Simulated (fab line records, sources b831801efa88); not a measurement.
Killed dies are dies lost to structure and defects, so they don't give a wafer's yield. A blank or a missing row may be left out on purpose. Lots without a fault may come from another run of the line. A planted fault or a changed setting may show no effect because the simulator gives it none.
A struck lot beside a sound one | flow sfq_line | 21 steps out of a route of 325
Sound: wafers L396.1, L396.4, L396.6. Struck: wafers L393.1, L393.2, L393.3. The cause comes at the end.
At each step with rows: each side's tool, then ch and its chambers, then its first start. Under that, the readings that differ: sound wafers | struck wafers | difference of the means | sigmas: that difference in standard deviations of wafers without a fault.
alike: readings whose means differ by less than 2 such deviations, and words and numbers that are the same on both sides. not compared: withheld readings, readings that some wafer has no value for, bounds like >300 that may hide the same value, and numbers for which the record gives no deviation and whose values overlap.
The two part at a step that has a row with sigmas, a row that says differs or no value, or rows on one side only. Numbers that don't overlap but have no deviation are shown without sigmas and don't part them. A reading that every wafer of one side lacks parts them only if that side has two wafers or more.

first, 5 steps without rows for these wafers: SFQ_TRILAYER_JJ_CE_LITHO_COAT_114 (resist thk 600 nm); SFQ_TRILAYER_JJ_CE_LITHO_SOFTBAKE_118; SFQ_TRILAYER_JJ_CE_LITHO_EXPOSE_115 (exposes mask J5, target cd 700 nm); SFQ_TRILAYER_JJ_CE_LITHO_PEB_117 (peb time 60 s); SFQ_TRILAYER_JJ_CE_LITHO_DEVELOP_116 (time 60 s).
SFQ_JJ_OVL_MEAS_931:
  sound on overlay-02, day 59 14:52; struck on overlay-02, day 59 11:16
  alike: J5_OVL
SFQ_TRILAYER_JJ_CE_METRO_MEASURE_117:
  sound on cd_sem-02, day 59 14:54; struck on cd_sem-01, day 59 11:18
  alike: cd_nm
SFQ_TRILAYER_JJ_CE_BARC_OPEN_RIE_150: chemistry O2, target BARC, target depth 240 nm, time 80 s.
  sound on rie_metal-02 ch 0,1, day 59 16:06; struck on rie_metal-01 ch 0,1, day 59 12:30
  reading                     | sound       | struck      | difference | sigmas
  drypump_motor_current_A (A) | 6.3 5.8 6.3 | 5.0 5.6 5.0 | -0.9       | -2
  alike: he_backside_leak_sccm, oes_product_au
  not compared: rf_hours_counter_h
SFQ_TRILAYER_JJ_CE_ETCH_RIE_118: chemistry SF6, target Nb, stops on Al2O3, time 97.7 s, target depth 170 nm.
  sound on rie_metal-02 ch 0,1, day 59 16:11; struck on rie_metal-01 ch 0,1, day 59 12:35
  reading                     | sound       | struck      | difference | sigmas
  drypump_motor_current_A (A) | 6.3 5.8 6.3 | 5.0 5.6 5.0 | -0.9       | -2
  alike: he_backside_leak_sccm, oes_product_au
  not compared: rf_hours_counter_h
then, 1 step without rows for these wafers: SFQ_TRILAYER_JJ_ANODIZE_ANODIZE_119.
SFQ_TRILAYER_JJ_CE_STRIP_STRIP_120: strips in O2.
  sound on rie_metal-01 ch 1, day 59 16:48; struck on rie_metal-01 ch 0,1, day 59 13:12
  alike: drypump_motor_current_A, he_backside_leak_sccm, oes_product_au, platen_temp_c
  not compared: rf_hours_counter_h
then, 1 step without rows for these wafers: SFQ_TRILAYER_JJ_CE_STRIP_SOLV_CLEAN_121 (cleans in NMP, time 600 s).
SFQ_TRILAYER_M5_LITHO_COAT_128: resist thk 62 nm.
  sound on litho_track-03 ch 0, day 59 17:34; struck on litho_track-01 ch 0, day 59 13:58
  reading                                              | sound                | struck               | difference | sigmas
  spin_speed_rpm (rpm)                                 | 2996.5 3002.2 2997.8 | 2607.6 2606.4 2608.1 | -391.5     | -99 or more
  model.BARC_of_TRILAYER_M5_LITHO_COAT_128.thk_nm (nm) | 61.92 62.02 62.02    | 66.68 66.91 67.03    | +4.89      |
  alike: exhaust_pa
then, 5 steps without rows for these wafers: SFQ_TRILAYER_M5_LITHO_COAT_123 (resist thk 600 nm); SFQ_TRILAYER_M5_LITHO_SOFTBAKE_127; SFQ_TRILAYER_M5_LITHO_EXPOSE_124 (exposes mask M5, target cd 700 nm); SFQ_TRILAYER_M5_LITHO_PEB_126 (peb time 60 s); SFQ_TRILAYER_M5_LITHO_DEVELOP_125 (time 60 s).
-- the record jumps here: 5 days lie between the struck wafers' starts before and after --
SFQ_M5_OVL_MEAS_932:
  sound on overlay-01, day 64 21:03; struck on overlay-01, day 64 16:15
  alike: M5_OVL
SFQ_TRILAYER_M5_BARC_OPEN_METAL_ETCH_161: etches BARC in O2, target depth 125 nm, time 41.7 s.
  sound on rie_metal-03 ch 0,1, day 64 21:05; struck on rie_metal-03 ch 0,1, day 64 16:17
  reading                  | sound             | struck            | difference | sigmas
  oes_product_au (a.u.)    | 0.690 0.683 0.686 | 0.713 0.703 0.712 | +0.023     | +5
  model.etch.depth_nm (nm) | 61.92 62.02 62.02 | 66.68 66.91 67.03 | +4.89      |
  alike: drypump_motor_current_A, he_backside_leak_sccm
  not compared: rf_hours_counter_h
SFQ_TRILAYER_M5_ETCH_METAL_ETCH_126: etches Nb in Cl2/BCl3, stops on SiO2, time 203.2 s, target depth 265 nm.
  sound on rie_metal-03 ch 0,1, day 64 21:09; struck on rie_metal-03 ch 0,1, day 64 16:21
  alike: drypump_motor_current_A, he_backside_leak_sccm, oes_product_au
  not compared: rf_hours_counter_h

WHERE THEY PART
First at SFQ_TRILAYER_JJ_CE_BARC_OPEN_RIE_150; last, within this record, at SFQ_TRILAYER_M5_BARC_OPEN_METAL_ETCH_161. Later steps at which nothing parts them and some readings are alike: SFQ_TRILAYER_M5_ETCH_METAL_ETCH_126.

WHY: what the simulator had put in
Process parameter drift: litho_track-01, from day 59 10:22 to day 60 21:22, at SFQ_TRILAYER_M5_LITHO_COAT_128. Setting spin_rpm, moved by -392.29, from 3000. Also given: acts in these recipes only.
